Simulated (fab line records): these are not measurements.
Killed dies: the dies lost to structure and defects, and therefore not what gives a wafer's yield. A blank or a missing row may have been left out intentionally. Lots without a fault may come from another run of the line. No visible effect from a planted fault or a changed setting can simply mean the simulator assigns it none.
fab line records    flow gf180mcu
[record] lots = 14  wafers = 42  lastDay = 34
route steps=602 shown SAB@264 SALICIDE@286
lots that met no fault: taken from a fault-free run of the same line
startH: the number of hours between the record's first day and the start of the first shown wafer of the lot    waitH: hours since the lot's step before    " identical to the entry in the row above    L1.1+2: several wafers, shown together as one row    - no value, or no start given    * or withheld: withheld    < > ~ a bound
route shown NAME@n: names a module that has steps shown in the file, with the first one's number in the route    usual: mean/standard deviation of fault-free wafers    same: alike in all rows    chamber/n: place in a boat    sites: per-site readings    _std_site: their standard deviation    _edge_site: inner sites' mean taken away from outer sites' mean    radiusMm: for every site, how far away it sits from the centre of the wafer    mask NAME#n: copy n    behind: the most recent tool/chamber to have shaped the wafer    hold: cause of the lot's hold/its duration in hours/its outcome    device: transistor that didn't switch, given as n, p or np    end of line: at the end of the route, the tests of the same wafers    a step with no rows: only its recipe    killed: at the first sort, the dies lost to defects and structure; wafer yield is something else    map: a wafer's dies, x killed, . not, _ none there
set.NAME: the setting the step ran with; set.NAME@STEP: the setting that earlier step ran with    model.NAME: the simulator's own value behind a step, which no gauge read
the route's steps for a sample of lots (tables are steps, rows are wafers)
services: a tool's chamber out of use, with start hour (startH, from the record's first day; less than 0 if before it), hours out, and reason
[[steps]]
[step GF_SAB_CVD_00]
[recipe] material = SiO2  targetThkNm = 50  precursor = TEOS  tempC = 400  timeS = 4.9302  rfW = 600
[usual] heaterPowerW = 663/82  susceptorTempC = 400.03/0.21
lot.wafer  tool      chamber  startH  waitH  heaterPowerW  susceptorTempC
L819.2     pecvd-01  1        319.76  0.1    515           400.04
L819.4     "         0        "       "      645           400.05
L819.5     "         2        "       "      715           399.95
L820.3     pecvd-01  1        336.47  0.1    605           400.17
L820.4     "         0        "       "      699           399.88
L820.5     "         1        "       "      626           400.01
L821.2     pecvd-02  0        336.76  0.1    671           400.04
L821.4     "         2        "       "      638           399.91
L821.6     "         0        "       "      660           400.05
L823.1     pecvd-01  1        353.36  0.1    638           399.82
L823.3     "         0        "       "      703           399.98
L823.6     "         1        "       "      632           400.11
L824.2     pecvd-02  2        362.64  0.1    525           400.12
L824.3     "         0        "       "      586           400.29
L824.5     "         0        "       "      581           400.16
L826.1     pecvd-01  0        385.57  0.1    707           399.74
L826.3     "         1        "       "      483           399.91
L826.4     "         1        "       "      503           399.81
L828.1     pecvd-02  0        395.06  0.1    609           400.08
L828.3     "         2        "       "      630           399.84
L828.6     "         2        "       "      632           399.89
L829.1     pecvd-01  0        407.87  0.1    686           399.88
L829.5     "         0        "       "      667           400.08
L829.6     "         2        "       "      697           400.06
L830.1     pecvd-02  1        415.01  0.1    805           400.11
L830.3     "         0        "       "      643           400.06
L830.6     "         1        "       "      825           400.03
L831.1     pecvd-01  0        416.81  0.1    654           400.74
L831.2     "         1        "       "      556           399.96
L831.4     "         2        "       "      656           399.57
L833.1     pecvd-01  1        433.01  0.1    575           400.46
L833.2     "         2        "       "      756           400.18
L833.6     "         2        "       "      727           400.00
L834.1     pecvd-02  0        441.71  0.1    643           400.05
L834.2     "         1        "       "      706           400.29
L834.6     "         0        "       "      655           400.26
L840.3     pecvd-04  0        488.91  0.1    635           399.87
L840.4     "         2        "       "      748           399.75
L840.5     "         0        "       "      622           400.33
L842.1     pecvd-02  0        510.41  0.1    693           399.99
L842.2     "         1        "       "      724           400.09
L842.4     "         2        "       "      598           400.23
[step GF_SAB_OVL_MEAS_10]
[usual] SAB_OVL = 0.2/1.3
lot.wafer  tool        chamber  startH  waitH  SAB_OVL[nm]
L819.2     overlay-01  -        341.05  0.1    -0.9
L819.4     "           -        "       "      1.3
L819.5     "           -        "       "      -1.1
L820.3     overlay-01  -        357.75  0.1    -1.3
L820.4     "           -        "       "      -2.9
L820.5     "           -        "       "      -0.6
L821.2     overlay-01  -        358.04  0.1    -1.4
L821.4     "           -        "       "      -0.6
L821.6     "           -        "       "      -0.5
L823.1     overlay-01  -        375.84  0.1    -0.9
L823.3     "           -        "       "      -0.6
L823.6     "           -        "       "      -0.5
L824.2     overlay-01  -        385.59  0.1    1.7
L824.3     "           -        "       "      0.9
L824.5     "           -        "       "      1.5
L826.1     overlay-02  -        408.74  0.1    1.0
L826.3     "           -        "       "      1.4
L826.4     "           -        "       "      1.2
L828.1     overlay-02  -        417.88  0.1    -0.1
L828.3     "           -        "       "      0.5
L828.6     "           -        "       "      0.0
L829.1     overlay-01  -        430.79  0.1    1.5
L829.5     "           -        "       "      1.7
L829.6     "           -        "       "      -0.3
L830.1     overlay-02  -        439.09  0.1    -1.3
L830.3     "           -        "       "      0.6
L830.6     "           -        "       "      -0.3
L831.1     overlay-02  -        440.68  0.1    0.0
L831.2     "           -        "       "      -0.2
L831.4     "           -        "       "      -1.6
L833.1     overlay-02  -        456.99  0.1    -1.0
L833.2     "           -        "       "      0.2
L833.6     "           -        "       "      0.5
L834.1     overlay-02  -        465.59  0.1    -0.8
L834.2     "           -        "       "      1.6
L834.6     "           -        "       "      0.8
L840.3     overlay-02  -        511.85  0.1    -2.4
L840.4     "           -        "       "      0.0
L840.5     "           -        "       "      0.3
L842.1     overlay-02  -        533.44  0.1    -1.8
L842.2     "           -        "       "      0.0
L842.4     "           -        "       "      -0.9
[step GF_SAB_ETCH_11]
[recipe] chemistry = C4F8/O2/Ar  maskMaterial = NOVOLAK  target = SiO2  targetDepthNm = 55  sourceW = 1500  biasW = 1200  pressureMtorr = 40  c4f8FlowSccm = withheld  O2_flow_sccm = 6  Ar_flow_sccm = 300  timeS = 8.5
[usual] oesProductAu = 1.002/0.015
lot.wafer  tool        chamber  startH  waitH  oesProductAu  rfHoursCounterH
L819.2     rieDiel-01  1        341.08  0.0    0.993         60
L819.4     "           0        "       "      0.991         9
L819.5     "           2        "       "      1.008         -
L820.3     rieDiel-04  3        357.77  0.0    1.000         9
L820.4     "           2        "       "      0.970         16
L820.5     "           2        "       "      0.965         -
L821.2     rieDiel-01  1        358.07  0.0    0.985         60
L821.4     "           2        "       "      1.002         42
L821.6     "           1        "       "      0.986         -
L823.1     rieDiel-01  2        375.87  0.0    1.002         42
L823.3     "           0        "       "      0.976         9
L823.6     "           1        "       "      0.984         -
L824.2     rieDiel-01  1        385.62  0.0    0.991         61
L824.3     "           3        "       "      1.015         5
L824.5     "           2        "       "      1.012         -
L826.1     rieDiel-04  1        408.77  0.0    1.001         16
L826.3     "           3        "       "      1.015         11
L826.4     "           2        "       "      0.982         18
L828.1     rieDiel-04  2        417.92  0.0    0.982         18
L828.3     "           0        "       "      0.998         16
L828.6     "           1        "       "      1.010         -
L829.1     rieDiel-04  0        430.82  0.0    0.994         17
L829.5     "           1        "       "      1.011         -
L829.6     "           2        "       "      0.995         -
L830.1     rieDiel-02  0        439.12  0.0    1.006         6
L830.3     "           1        "       "      1.029         77
L830.6     "           1        "       "      1.013         -
L831.1     rieDiel-01  1        440.72  0.0    0.999         62
L831.2     "           2        "       "      1.009         44
L831.4     "           0        "       "      0.988         11
L833.1     rieDiel-02  2        457.02  0.0    1.003         15
L833.2     "           3        "       "      1.020         9
L833.6     "           3        "       "      1.018         -
L834.1     rieDiel-02  3        465.62  0.0    1.026         10
L834.2     "           1        "       "      1.013         78
L834.6     "           3        "       "      1.037         -
L840.3     rieDiel-01  3        511.87  0.0    1.023         9
L840.4     "           2        "       "      1.002         46
L840.5     "           1        "       "      0.989         -
L842.1     rieDiel-01  3        533.47  0.0    1.012         9
L842.2     "           2        "       "      1.007         47
L842.4     "           1        "       "      0.993         65
[step GF_SALICIDE_RTA_08]
[recipe] tempC = 800  timeS = 30  ambient = N2
[usual] annealTempCMax = 803.4/0.67  chamberO2Ppm = 1.998/0.02  lampPowerPct = 18.2/2.1  wafer_temp_C_max = 806.9/1.1
lot.wafer  tool          chamber  startH  waitH  annealTempCMax  chamberO2Ppm  lampPowerPct  wafer_temp_C_max
L819.2     rtpAnneal-02  0        341.86  0.0    803.6           1.995         16.6          806.3
L819.4     "             0        "       "      804.1           2.016         16.6          808.0
L819.5     "             0        "       "      803.3           1.991         16.6          806.7
L820.3     rtpAnneal-02  0        358.58  0.0    804.4           2.015         16.6          806.9
L820.4     "             0        "       "      803.8           2.010         16.6          805.7
L820.5     "             0        "       "      803.6           1.976         16.6          805.7
L821.2     rtpAnneal-02  0        358.85  0.0    803.6           2.004         16.6          807.7
L821.4     "             0        "       "      803.9           1.987         16.6          806.0
L821.6     "             0        "       "      804.0           2.025         16.6          806.8
L823.1     rtpAnneal-02  0        376.64  0.0    803.0           2.006         16.6          807.2
L823.3     "             0        "       "      804.3           1.989         16.6          806.8
L823.6     "             0        "       "      803.2           2.044         16.6          806.1
L824.2     rtpAnneal-02  0        386.46  0.0    802.7           2.014         16.6          808.0
L824.3     "             0        "       "      802.4           1.990         16.6          808.5
L824.5     "             0        "       "      803.2           1.958         16.6          805.8
L826.1     rtpAnneal-02  0        409.54  0.0    802.5           1.981         16.6          808.4
L826.3     "             0        "       "      802.9           1.993         16.6          808.5
L826.4     "             0        "       "      803.4           1.988         16.6          808.8
L828.1     rtpAnneal-02  0        418.68  0.0    802.4           1.993         16.6          806.9
L828.3     "             0        "       "      803.5           2.014         16.6          806.6
L828.6     "             0        "       "      803.6           1.986         16.6          806.9
L829.1     rtpAnneal-01  0        431.59  0.0    803.0           2.004         20.9          805.9
L829.5     "             0        "       "      803.6           1.989         20.9          807.2
L829.6     "             0        "       "      802.2           2.005         20.8          805.6
L830.1     rtpAnneal-02  0        440.09  0.0    802.4           2.030         16.6          807.4
L830.3     "             0        "       "      802.4           2.007         16.6          806.4
L830.6     "             0        "       "      803.0           2.008         16.6          805.5
L831.1     rtpAnneal-01  0        441.51  0.0    803.7           1.998         20.8          807.3
L831.2     "             0        "       "      804.4           1.992         20.8          807.1
L831.4     "             0        "       "      804.6           2.009         20.8          806.5
L833.1     rtpAnneal-02  -        457.80  0.0    -               -             -             -
L833.2     "             -        "       "      -               -             -             -
L833.6     "             -        "       "      -               -             -             -
L834.1     rtpAnneal-02  -        466.41  0.0    -               -             -             -
L834.2     "             -        "       "      -               -             -             -
L834.6     "             -        "       "      -               -             -             -
L840.3     rtpAnneal-01  0        512.69  0.0    803.1           2.030         20.8          809.5
L840.4     "             0        "       "      803.4           1.998         20.9          806.0
L840.5     "             0        "       "      803.5           1.993         20.8          805.7
L842.1     rtpAnneal-01  0        534.24  0.0    804.3           2.019         20.9          806.6
L842.2     "             0        "       "      803.4           2.000         20.8          807.2
L842.4     "             0        "       "      804.2           1.998         20.9          806.3
[[services]]
tool          chamber  startH  hours  kind
rieDiel-01    2        303.45  4.7    repair
pecvd-04      -        309.20  2.8    pm
pecvd-04      2        318.96  21.4   repair
pecvd-01      2        334.41  16.8   repair
pecvd-01      2        356.21  2.2    repair
pecvd-04      2        361.39  5.6    repair
pecvd-02      -        368.34  2.8    pm
pecvd-04      -        368.88  14.0   pm
pecvd-04      0        368.88  14.0   ventCycle
pecvd-04      1        368.88  14.0   ventCycle
pecvd-04      2        368.88  14.0   ventCycle
rieDiel-02    3        373.74  9.7    repair
pecvd-02      2        374.14  -      calibration
rieDiel-02    3        429.46  2.7    repair
rieDiel-04    1        435.56  2.8    repair
pecvd-04      -        442.83  0.4    repair
pecvd-02      -        459.75  6.0    pm
rieDiel-02    2        464.28  1.8    repair
rieDiel-01    1        478.35  13.3   repair
rieDiel-04    2        479.84  4.1    repair
rieDiel-04    1        500.91  4.5    repair
rieDiel-04    0        502.93  2.5    repair
rieDiel-01    3        527.19  1.3    repair
rtpAnneal-02  -        532.91  3.2    pm
[[key]]
[firstSign] step = GF_SALICIDE_RTA_08  reading = toolRecord  direction = missing
effect none on later readings
metAt GF_SALICIDE_RTA_08
struckLots L833,L834
laterRowsLeftOut L833.1,L833.2,L833.6,L834.1,L834.2,L834.6
sortLeftOut L833.1,L833.2,L833.6,L834.1,L834.2,L834.6
testerLeftOut L833,L834
notActingAt GF_SAB_CVD_00,GF_SAB_OVL_MEAS_10,GF_SAB_ETCH_11
onsetBetween 440.09 457.80
[fault] kind = skippedStepWhole  tool = rtpAnneal-02  chamber = -  onsetH = 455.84  steps = GF_SALICIDE_RTA_08  scope = struckLotsOnly
// testerLeftOut: of these lots the tester's yield and bins aren't shown, on N5 and GAA mostly nor the transistor test; their killed dies are dies lost to structure and defects alone, not to doping, threshold or leakage, so they don't give the yield
// sortLeftOut: the simulated sort isn't trusted on such a fault, so these wafers' sort isn't shown, and their yield isn't known
// laterRowsLeftOut: the simulator's readings of these wafers behind a module that went badly wrong aren't trusted and aren't shown, but for the sort
